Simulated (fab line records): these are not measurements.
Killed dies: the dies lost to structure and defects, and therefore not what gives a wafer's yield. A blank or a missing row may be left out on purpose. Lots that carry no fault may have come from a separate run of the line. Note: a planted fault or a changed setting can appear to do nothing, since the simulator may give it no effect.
Problem report in the 8D (eight disciplines) form, filled by code    flow gf180mcu    the parts of the form that need people (team, actions taken, sign-off) are left out

## 1. WHAT WENT WRONG
At GF_NSD_CD_MEAS_07, cd-nm averages 280.4 nm over 6 wafers from 2 lots, while fault-free wafers read 400.4 nm, standard deviation 2.5. That is -48 standard deviations from the usual mean.
The step: target cd 400 nm.
First observed at day 16 00:42: wafer L441.1, on cd-sem-01. The record has a number at this step for 42 wafers belonging to 14 lots. By rule, "out" or "out of limits" means more than 4 standard deviations away from the usual mean. All remaining wafers that have a number are taken as sound.

## 2. WHAT IT IS AND WHAT IT IS NOT
question                     is                      is not
which readings at this step  cd-nm                   -
which lots                   L441, L443              L434, L437, L438, L445, L449, L450, L452, L453, L454, L455, L456, L457
which wafers of those lots   all that have a number  -
read on which gauges         cd-sem-01               cd-sem-02
when                         from day 16 00:42       up to then (9 sound wafers); but 27 sound wafers of L445, L449, L450, L452, L453, L454, L455, L456, L457 came after

## 3. THE SUSPECTS, EACH WITH WHAT RULES IT OUT
Counting: a tool at a process step up to the reading stays a suspect if it ran every lot that is out and no sound lot after the first of them.
- the gauge at GF_NSD_CD_MEAS_07: kept. All the wafers that are out were read on cd-sem-01, and no step on other tools shows them out.
- litho-track-02 at GF_NSD_DEVELOP_06 (develop time 60 s): ruled out as a lasting fault. After its first lot that is out, L441 (day 16 00:33), sound lots L453, L454, L455 ran on it.
Remaining after the count: cd-sem-01 at GF_NSD_CD_MEAS_07.

## 4. THE CAUSE (what the simulator had put in)
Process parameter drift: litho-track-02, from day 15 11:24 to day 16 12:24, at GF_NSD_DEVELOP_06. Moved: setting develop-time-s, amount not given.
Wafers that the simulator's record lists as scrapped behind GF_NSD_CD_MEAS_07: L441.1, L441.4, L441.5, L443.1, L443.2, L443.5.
It was ruled out by counting, in error; the rule expects a fault to strike all lots run on its tool from its start on, and this fault did not.

## 5. THE CHAIN OF EFFECTS, in route order
Rows list readings where the struck wafers' mean (over those with a number) sits beyond 3 standard deviations from the usual. Scope: only readings with a usual standard deviation given in the record; hours: median across lots of the time from each lot's start at the first step in this table that gives one to its start at this step; sigmas: change in usual standard deviations.
hours  step               reading  usual     on struck wafers  change  sigmas
0      GF_NSD_CD_MEAS_07  cd-nm    400.4 nm  280.4             -120.0  -48

## 6. WHAT WOULD HAVE CAUGHT IT SOONER
Counted from the fault's start at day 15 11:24, it took 13 hours until the first out-of-limits reading at a measuring or inspecting step in this record, taken at day 16 00:42.
An alarm limit of 4 standard deviations would not have fired on the tool readings at GF_NSD_DEVELOP_06 for which the record gives a usual standard deviation, since none of them was out on any struck wafer.
